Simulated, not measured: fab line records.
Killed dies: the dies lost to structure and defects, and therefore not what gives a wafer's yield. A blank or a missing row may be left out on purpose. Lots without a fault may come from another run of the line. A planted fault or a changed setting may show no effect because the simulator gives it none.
Which of the tools did it? / flow sky130 / 6 lots, 18 wafers sampled, at 1 step of a route of 708

## WHAT THE GAUGES READ, wafer by wafer
SKY_NWELL_THK_MEAS_02.
lot=L111; measured=day 2 16:54; on=film_metro-03; NWELL_OXIDATION_THK (nm)=10.25 10.39 10.26
lot=L114; measured=day 3 10:52; on=film_metro-03; NWELL_OXIDATION_THK (nm)=10.16 10.20 10.15
lot=L116; measured=day 3 17:56; on=film_metro-01; NWELL_OXIDATION_THK (nm)=10.27 10.42 10.19
lot=L122; measured=day 5 04:05; on=film_metro-03; NWELL_OXIDATION_THK (nm)=10.00 10.08 10.07
lot=L124; measured=day 5 15:20; on=film_metro-01; NWELL_OXIDATION_THK (nm)=9.76 9.88 9.85
lot=L128; measured=day 6 10:41; on=film_metro-01; NWELL_OXIDATION_THK (nm)=9.73 9.75 9.90

## TOOL THAT RAN EACH LOT (tool first, then ch and the chambers of the sampled wafers, then the start)
The record holds no process step before these readings.

## THE ANSWER, worked out from the rows above alone
Rule: the usual values come from the lots themselves. The widest of any qualifying gaps counts: lots, ordered by their means at a reading, are off when they make up no more than a third of the lots, leave a main group of 4 or more, and stand apart from it by 3 or more times the standard deviation of that group's means. A main group whose means are all the same, to the digits that the tables above print for the reading, isn't used. A lot without any number at a reading at which 4 lots or more have one is off too. The other lots that the step has rows for count as sound.
Nothing can be told from this: no lot is off at any reading shown.

## WHAT THE SIMULATOR HAD PUT IN
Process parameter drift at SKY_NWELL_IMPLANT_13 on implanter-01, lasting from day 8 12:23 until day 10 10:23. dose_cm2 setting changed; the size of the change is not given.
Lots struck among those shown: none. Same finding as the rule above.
